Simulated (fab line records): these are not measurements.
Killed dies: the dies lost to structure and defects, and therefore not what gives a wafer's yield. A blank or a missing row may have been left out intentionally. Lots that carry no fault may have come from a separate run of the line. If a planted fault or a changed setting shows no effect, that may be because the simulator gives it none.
2 desks, one fault + flow sky130 + numbers are kept per desk, each desk with only its own; the story behind them comes last

== AT THE TOOL OWNER'S DESK: rie_si-02 ==
The tool's own readings at SKY_FIELD_ISO_ETCH_17 (etches Si in HBr/Cl2/O2, target depth 342 nm, time 97.7 s): means of the sampled wafers that have a number, for each lot that ran on this tool. Marked OUT: a lot whose mean sits more than 4 standard deviations from the usual mean, which makes it out of limits; the brackets give that distance.
Columns: A = HBr_flow_sccm at SKY_FIELD_ISO_ETCH_17, usual 150.0 sccm; B = drypump_motor_current_A at SKY_FIELD_ISO_ETCH_17, usual 5.8 A; C = oes_product_au at SKY_FIELD_ISO_ETCH_17, usual 1.001 a.u.; D = throttle_valve_pct at SKY_FIELD_ISO_ETCH_17, usual 25.656 %
| lot  | first seen here | A     | B   | C                | D      |
|------|-----------------|-------|-----|------------------|--------|
| L628 | day 2 09:00     | 150.1 | 5.9 | 0.998            | 25.653 |
| L635 | day 3 23:17     | 149.7 | 6.2 | 1.041 (+4.2) OUT | 25.625 |
This desk's finding: out of limits on L635; first on L635, day 3 23:17 (oes_product_au at SKY_FIELD_ISO_ETCH_17). Within limits: L628.

== METROLOGY DESK ==
What the gauges read, lot by lot, whatever tool the lot ran on: means of the sampled wafers that have a number. Marked OUT: a lot whose mean sits more than 4 standard deviations from the usual mean, which makes it out of limits; the brackets give that distance.
Columns: A = cd_nm at SKY_FIELD_ISO_CD_MEAS_13, usual 150.1 nm; B = FIELD_ISO_OXIDATION_01_THK at SKY_FIELD_ISO_THK_MEAS_23, usual 9.97 nm; C = FIELD_ISO_CVD_24_THK at SKY_FIELD_ISO_THK_MEAS_25, usual 592 nm
| lot  | first seen here | A     | B     | C   |
|------|-----------------|-------|-------|-----|
| L627 | day 2 07:40     | 150.0 | 9.92  | 583 |
| L628 | day 2 08:41     | 150.3 | 10.08 | 593 |
| L635 | day 3 22:59     | 149.4 | 9.69  | 590 |
| L645 | day 6 02:43     | 150.5 | 10.18 | 590 |
| L646 | day 6 07:08     | 151.8 | 9.93  | 591 |
Finding of this desk: none of the 5 lots has anything out of limits.

== ALL TOGETHER ==
On L635, at day 3 23:17, an alarm was possible from the tool owner's desk.
Nothing out of limits was seen by the metrology desk.
The metrology desk has L635 on record, within its limits.
On rie_si-02, each named lot ran SKY_FIELD_ISO_ETCH_17.

== WHAT THE SIMULATOR HAD INSERTED ==
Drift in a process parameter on rie_si-02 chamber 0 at SKY_FIELD_ISO_ETCH_17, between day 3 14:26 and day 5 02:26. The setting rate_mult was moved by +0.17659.
Lots struck among those shown: L635.
Hours from the fault's start to each desk's first reading out of limits: the tool owner's desk, 9.
